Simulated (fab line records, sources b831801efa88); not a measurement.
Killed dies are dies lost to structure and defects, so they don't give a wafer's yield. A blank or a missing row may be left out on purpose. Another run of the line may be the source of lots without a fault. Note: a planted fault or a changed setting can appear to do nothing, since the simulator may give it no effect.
2 desks, one fault | flow gf180mcu | every desk sees just its own numbers, and what lay behind them comes last

THE TOOL OWNER'S DESK: litho track-03
The tool's own readings at GF_HV_LDD_COAT_02 (resist thk 1000 nm): means of the sampled wafers that have a number, for each lot that ran on this tool. If a lot's mean is further than 4 standard deviations from the usual mean, the lot is out of limits and carries the mark OUT (the distance appears in the brackets).
Columns: A = chill plate temp C at GF_HV_LDD_COAT_02, usual 23.03 C; B = spin speed rpm at GF_HV_LDD_COAT_02, usual 3000.3 rpm
lot  | first seen here | A     | B
L336 | day 11 04:35    | 23.14 | 2999.0
L337 | day 11 06:32    | 22.98 | 2999.4
L341 | day 12 09:29    | 23.10 | 3000.7
L342 | day 12 20:16    | 22.95 | 3001.8
L352 | day 15 19:42    | 22.87 | 3250.7 (+99 or more) OUT
L353 | day 15 20:17    | 23.08 | 3251.4 (+99 or more) OUT
This desk finds L352, L353 out of limits, L352 being first, at day 15 19:42 (spin speed rpm at GF_HV_LDD_COAT_02). L336, L337, L341, L342 stayed within limits.

METROLOGY DESK
What the gauges read for every lot (on any tool): the sampled wafers with a number, averaged. If a lot's mean is further than 4 standard deviations from the usual mean, the lot is out of limits and carries the mark OUT (the distance appears in the brackets).
Columns: A = MVPSD_TW at GF_MVPSD_TW_MEAS_11, usual 553; B = cd nm at GF_HV_LDD_CD_MEAS_19, usual 400.1 nm
lot  | first seen here | A   | B
L332 | day 5 10:05     | 562 | 399.8
L334 | day 5 18:34     | 559 | 402.0
L336 | day 6 09:36     | 550 | 399.4
L337 | day 6 09:46     | 547 | 400.1
L341 | day 7 05:32     | 542 | 400.5
L342 | day 7 12:17     | 546 | 400.0
L343 | day 7 15:12     | 560 | 397.0
L345 | day 8 06:10     | 544 | 403.6
L349 | day 9 08:35     | 552 | 399.5
L352 | day 9 23:58     | 552 | 397.6
L353 | day 10 05:43    | 563 | 399.1
L354 | day 10 12:12    | 564 | 404.1
L355 | day 10 16:58    | 561 | 397.6
This desk's finding: nothing out of limits on any of the 13 lots.

ALL TOGETHER
At day 15 19:42, on L352, L353, the tool owner's desk was in a position to raise an alarm.
From the metrology desk's view, nothing was out of limits.
The metrology desk has L352, L353 on record, within its limits.
Every lot named ran GF_HV_LDD_COAT_02 on litho track-03.

WHAT THE SIMULATOR PUT IN
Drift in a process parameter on litho track-03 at GF_HV_LDD_COAT_02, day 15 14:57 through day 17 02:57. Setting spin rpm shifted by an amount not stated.
Shown lots that were struck: L352, L353.
Time in hours from fault onset to the first out-of-limits reading at each desk: the tool owner's desk, 5.
